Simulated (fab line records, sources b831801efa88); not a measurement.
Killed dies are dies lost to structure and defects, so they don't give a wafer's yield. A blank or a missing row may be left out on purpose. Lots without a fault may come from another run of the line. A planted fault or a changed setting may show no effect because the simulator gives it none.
Which tool did it? | flow gf180mcu | 14 lots, 42 wafers sampled, at 3 steps of a route of 602

WHAT THE GAUGES READ, wafer by wafer
GF_M1_THK_MEAS_06: measures by xrf. Usual: M1_ALCU_THK 449 nm, standard deviation 4.
lot  | measured     | on            | M1_ALCU_THK (nm) | flag
L724 | day 16 02:50 | film_metro-01 | 452 447 447      |
L725 | day 16 10:55 | film_metro-03 | 447 448 456      |
L731 | day 18 15:20 | film_metro-03 | 446 442 448      |
L735 | day 20 09:26 | film_metro-01 | 457 457 448      |
L736 | day 20 18:35 | film_metro-03 | 450 451 449      |
L738 | day 21 08:40 | film_metro-01 | 451 454 450      |
L739 | day 21 12:20 | film_metro-04 | 449 447 441      |
L741 | day 22 07:40 | film_metro-03 | 456 447 445      |
L742 | day 22 19:26 | film_metro-03 | 450 446 449      |
L743 | day 23 02:13 | film_metro-04 | 448 450 454      |
L744 | day 23 05:19 | film_metro-04 | 453 450 449      |
L745 | day 23 14:23 | film_metro-01 | 451 450 448      |
L746 | day 23 22:59 | film_metro-04 | 448 451 451      |
L747 | day 24 09:46 | film_metro-04 | 455 454 460      |

GF_M1_OVL_MEAS_15. Usual: M1_OVL 0 nm, standard deviation 5.9.
lot  | measured     | on         | M1_OVL (nm) | flag
L724 | day 17 01:13 | overlay-01 | -17 -7 -11  |
L725 | day 17 09:23 | overlay-02 | -1 -3 -3    |
L731 | day 19 15:54 | overlay-02 | -1 0 -6     |
L735 | day 21 09:25 | overlay-02 | 7 6 8       |
L736 | day 21 18:34 | overlay-01 | -3 0 3      |
L738 | day 22 09:02 | overlay-01 | -5 0 -5     |
L739 | day 22 11:51 | overlay-02 | 4 4 4       |
L741 | day 23 06:55 | overlay-01 | 6 10 6      |
L742 | day 23 18:19 | overlay-01 | 8 4 7       |
L743 | day 24 00:33 | overlay-01 | -6 -1 -4    |
L744 | day 24 03:43 | overlay-02 | -9 -6 -6    |
L745 | day 24 12:22 | overlay-01 | 6 5 2       |
L746 | day 24 20:25 | overlay-01 | -4 4 -1     |
L747 | day 25 08:10 | overlay-02 | -10 -10 -9  |

WHICH TOOL RAN EACH LOT (tool, then ch and the chambers of the sampled wafers, then the start)
lot  | GF_SAB_WET_ETCH_12
L724 | wet_bench-02 ch 0, day 15 02:01
L725 | wet_bench-04 ch 0, day 15 10:07
L731 | wet_bench-02 ch 2, day 17 12:29
L735 | wet_bench-02 ch 3, day 19 05:10
L736 | wet_bench-01 ch 3, day 19 15:01
L738 | wet_bench-04 ch 0, day 20 04:55
L739 | wet_bench-04 ch 1, day 20 09:19
L741 | wet_bench-01 ch 0, day 21 05:22
L742 | wet_bench-04 ch 1, day 21 16:46
L743 | wet_bench-01 ch 3, day 21 23:25
L744 | wet_bench-02 ch 2, day 22 02:46
L745 | wet_bench-04 ch 3, day 22 12:40
L746 | wet_bench-01 ch 2, day 22 21:16
L747 | wet_bench-01 ch 1, day 23 08:16
- GF_SAB_WET_ETCH_12: etches SiO2 in dHF, target depth 22 nm, time 440 s.

WHAT THE TOOLS THEMSELVES READ (means of the sampled wafers that have a number; where no wafer has one, the mark that the record gives instead)
GF_SAB_WET_ETCH_12. Usual: run_length_s 468 s, standard deviation 3.4; temp_c 24.99 C, standard deviation 0.098.
lot  | tool         | run_length_s (s) | temp_c (C) | flag
L724 | wet_bench-02 | 473              | 24.96      |
L725 | wet_bench-04 | 473              | 24.87      |
L731 | wet_bench-02 | 273              | 24.90      | OFF
L735 | wet_bench-02 | 272              | 24.99      | OFF
L736 | wet_bench-01 | 466              | 24.82      |
L738 | wet_bench-04 | 473              | 24.93      |
L739 | wet_bench-04 | 467              | 24.98      |
L741 | wet_bench-01 | 475              | 25.04      |
L742 | wet_bench-04 | 465              | 25.04      |
L743 | wet_bench-01 | 465              | 24.98      |
L744 | wet_bench-02 | 465              | 25.03      |
L745 | wet_bench-04 | 466              | 24.93      |
L746 | wet_bench-01 | 466              | 24.97      |
L747 | wet_bench-01 | 467              | 24.96      |

THE ANSWER, worked out from the rows above alone
Rule: a lot is off if the mean of its wafers that have a number lies more than 3 standard deviations from the usual mean. A lot without any number at a reading at which 4 lots or more have one is off too. The other lots that the step has rows for count as sound. The gauges are gone through in route order, then the tools' own readings, and for those a lot's mean is taken as printed above. The first step at which some lot is off is used, and at that step the reading that is off furthest; a lot without a number counts as furthest.
Off: L731, L735, at GF_SAB_WET_ETCH_12 (run_length_s).
A tool fits if, at that step or a process step before it, it ran every lot that is off, and no sound lot after the first of them. None of those tried fits.

WHAT THE SIMULATOR HAD PUT IN
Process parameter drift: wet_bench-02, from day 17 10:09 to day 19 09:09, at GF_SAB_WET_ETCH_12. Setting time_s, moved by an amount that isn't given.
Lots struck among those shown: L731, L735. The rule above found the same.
